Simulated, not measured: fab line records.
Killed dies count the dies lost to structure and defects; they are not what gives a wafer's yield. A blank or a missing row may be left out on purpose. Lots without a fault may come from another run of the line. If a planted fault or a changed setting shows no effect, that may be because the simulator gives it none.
Chamber matching -- flow sky130 -- SKY_VIA3_ETCH_14 on rieDiel-04: 4 sister chambers
The step etches BARC in N2/H2, stops on SiO2, time 45.9 s, target depth 60 nm. 8 wafers are shown with their chamber, then 9 later ones without.

== WAFERS, EACH WITH ITS CHAMBER ==
wafer,chamber,drypumpMotorCurrentA (A),throttleValvePct (%)
L074.6,1,5.5,13.212
L075.1,1,5.5,13.225
L088.1,0,5.3,13.232
L088.3,3,5.6,13.218
L088.4,2,5.3,13.225
L091.1,2,5.2,13.225
L091.2,0,5.3,13.215
L091.3,3,5.6,13.202

== WAFERS WHOSE CHAMBER IS MISSING ==
wafer,drypumpMotorCurrentA (A),throttleValvePct (%)
L091.4,5.5,13.222
L091.5,5.6,13.232
L091.6,5.2,13.220
L095.1,5.3,13.215
L095.2,5.2,13.206
L095.3,5.6,13.231
L095.4,5.5,13.224
L095.5,5.6,13.221
L095.6,5.3,13.230

== EACH ONE'S CHAMBER ==
wafer,from the rows above,in truth
L091.4,1,1
L091.5,can't be placed: 3 or 1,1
L091.6,can't be placed: 2 or 0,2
L095.1,can't be placed: 0 or 2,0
L095.2,can't be placed: 2 or 0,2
L095.3,can't be placed: 3 or 1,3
L095.4,1,1
L095.5,can't be placed: 3 or 1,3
L095.6,can't be placed: 0 or 2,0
Placed correctly: 2 of 9. Can't be placed from these rows: 7 (the true chamber is among the candidates in 7). Wrongly placed: 0.
How it was worked out, from the rows above alone: a wafer's distance from a chamber is the root of the sum, over the readings, of the square of ((its reading less the chamber's mean) divided by the reading's scatter). If the next closest chamber is less than 2 further off than the closest, the wafer can't be placed; otherwise it belongs to the closest. For every chamber, the mean is computed from those of its wafers that are shown. The scatter is the square root of a quotient: the sum, over the shown wafers, of each reading's squared deviation from its chamber's mean, divided by wafers minus chambers.
